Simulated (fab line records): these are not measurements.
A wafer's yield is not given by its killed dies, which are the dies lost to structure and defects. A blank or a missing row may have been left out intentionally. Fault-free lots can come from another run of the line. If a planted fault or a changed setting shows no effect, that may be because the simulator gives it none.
The tool behind it: which one? || flow sky130 || 42 wafers from 14 lots sampled at 2 of the route's 708 steps

## WHAT EACH GAUGE READ, for each wafer
SKY_CAP2M_RS_MEAS_03: measures by four-point-probe. Usual: for CAP2M_TIN_RS the level is 6.92 ohm/sq and the standard deviation is 0.062.
{"lot": "L397", "measured": "day 40 17:44", "on": "film_metro-01", "CAP2M_TIN_RS (ohm/sq)": "6.86 6.90 6.88", "flag": ""}
{"lot": "L398", "measured": "day 41 04:13", "on": "film_metro-04", "CAP2M_TIN_RS (ohm/sq)": "6.87 6.92 6.96", "flag": ""}
{"lot": "L401", "measured": "day 42 00:08", "on": "film_metro-02", "CAP2M_TIN_RS (ohm/sq)": "6.94 6.93 6.94", "flag": ""}
{"lot": "L402", "measured": "day 42 02:43", "on": "film_metro-01", "CAP2M_TIN_RS (ohm/sq)": "6.87 6.85 6.85", "flag": ""}
{"lot": "L404", "measured": "day 42 22:17", "on": "film_metro-04", "CAP2M_TIN_RS (ohm/sq)": "6.91 6.92 6.83", "flag": ""}
{"lot": "L408", "measured": "day 43 22:45", "on": "film_metro-02", "CAP2M_TIN_RS (ohm/sq)": "6.94 6.94 6.97", "flag": ""}
{"lot": "L413", "measured": "day 45 10:32", "on": "film_metro-01", "CAP2M_TIN_RS (ohm/sq)": "6.88 6.90 6.89", "flag": ""}
{"lot": "L414", "measured": "day 45 16:29", "on": "film_metro-01", "CAP2M_TIN_RS (ohm/sq)": "6.91 6.86 6.91", "flag": ""}
{"lot": "L415", "measured": "day 45 17:49", "on": "film_metro-01", "CAP2M_TIN_RS (ohm/sq)": "6.95 7.06 7.07", "flag": ""}
{"lot": "L416", "measured": "day 45 20:55", "on": "film_metro-04", "CAP2M_TIN_RS (ohm/sq)": "7.01 6.92 6.95", "flag": ""}
{"lot": "L417", "measured": "day 46 03:53", "on": "film_metro-01", "CAP2M_TIN_RS (ohm/sq)": "6.98 6.94 6.99", "flag": ""}
{"lot": "L418", "measured": "day 46 12:46", "on": "film_metro-04", "CAP2M_TIN_RS (ohm/sq)": "6.92 6.89 6.88", "flag": ""}
{"lot": "L419", "measured": "day 46 13:16", "on": "film_metro-04", "CAP2M_TIN_RS (ohm/sq)": "6.83 6.89 6.81", "flag": ""}
{"lot": "L420", "measured": "day 46 17:41", "on": "film_metro-01", "CAP2M_TIN_RS (ohm/sq)": "6.79 6.85 6.81", "flag": ""}

SKY_CAP2M_OVL_MEAS_12. Usual: for CAP2M_OVL the level is 0.8 nm and the standard deviation is 1.3.
{"lot": "L397", "measured": "day 41 18:24", "on": "overlay-01", "CAP2M_OVL (nm)": "-0.2 1.3 -0.2", "flag": ""}
{"lot": "L398", "measured": "day 42 04:37", "on": "overlay-02", "CAP2M_OVL (nm)": "-0.1 0.9 2.2", "flag": ""}
{"lot": "L401", "measured": "day 43 00:13", "on": "overlay-02", "CAP2M_OVL (nm)": "-0.1 0.0 -0.1", "flag": ""}
{"lot": "L402", "measured": "day 43 01:43", "on": "overlay-02", "CAP2M_OVL (nm)": "-0.3 1.2 -1.1", "flag": ""}
{"lot": "L404", "measured": "day 43 21:44", "on": "overlay-02", "CAP2M_OVL (nm)": "3.8 0.8 2.2", "flag": ""}
{"lot": "L408", "measured": "day 44 20:46", "on": "overlay-01", "CAP2M_OVL (nm)": "-0.7 1.0 -0.7", "flag": ""}
{"lot": "L413", "measured": "day 46 08:21", "on": "overlay-01", "CAP2M_OVL (nm)": "3.3 1.9 2.5", "flag": ""}
{"lot": "L414", "measured": "day 46 14:24", "on": "overlay-02", "CAP2M_OVL (nm)": "-0.6 -0.9 0.3", "flag": ""}
{"lot": "L415", "measured": "day 46 14:47", "on": "overlay-01", "CAP2M_OVL (nm)": "1.4 1.6 0.8", "flag": ""}
{"lot": "L416", "measured": "day 46 18:24", "on": "overlay-01", "CAP2M_OVL (nm)": "0.3 2.0 0.2", "flag": ""}
{"lot": "L417", "measured": "day 47 01:06", "on": "overlay-02", "CAP2M_OVL (nm)": "-0.4 0.1 0.4", "flag": ""}
{"lot": "L418", "measured": "day 47 08:57", "on": "overlay-02", "CAP2M_OVL (nm)": "-0.4 0.2 -0.9", "flag": ""}
{"lot": "L419", "measured": "day 47 09:55", "on": "overlay-02", "CAP2M_OVL (nm)": "1.2 2.9 -0.1", "flag": ""}
{"lot": "L420", "measured": "day 47 14:09", "on": "overlay-01", "CAP2M_OVL (nm)": "-1.7 0.4 0.6", "flag": ""}

## WHICH TOOL RAN EACH LOT (tool, then ch and the chambers of the sampled wafers, then the start)
Before these readings, the record contains no process step.

## WHAT THE TOOLS THEMSELVES READ (means of the sampled wafers that have a number; where no wafer has one, the mark that the record gives instead)
The record holds no such reading with a usual standard deviation.

## THE ANSWER, worked out from the rows above alone
Rule: lot off if the mean of its wafers having a number is beyond 3 standard deviations from the usual mean. Also off: a lot with no number at a reading for which 4 or more lots have one. All remaining lots with rows at the step are treated as sound. The gauges are gone through in route order, then the tools' own readings, and for those a lot's mean is taken as printed above. The first step at which some lot is off is used, and at that step the reading that is off furthest; a lot without a number counts as furthest.
No lot is off at any reading shown: from this, nothing can be told.

## WHAT THE SIMULATOR HAD PUT IN
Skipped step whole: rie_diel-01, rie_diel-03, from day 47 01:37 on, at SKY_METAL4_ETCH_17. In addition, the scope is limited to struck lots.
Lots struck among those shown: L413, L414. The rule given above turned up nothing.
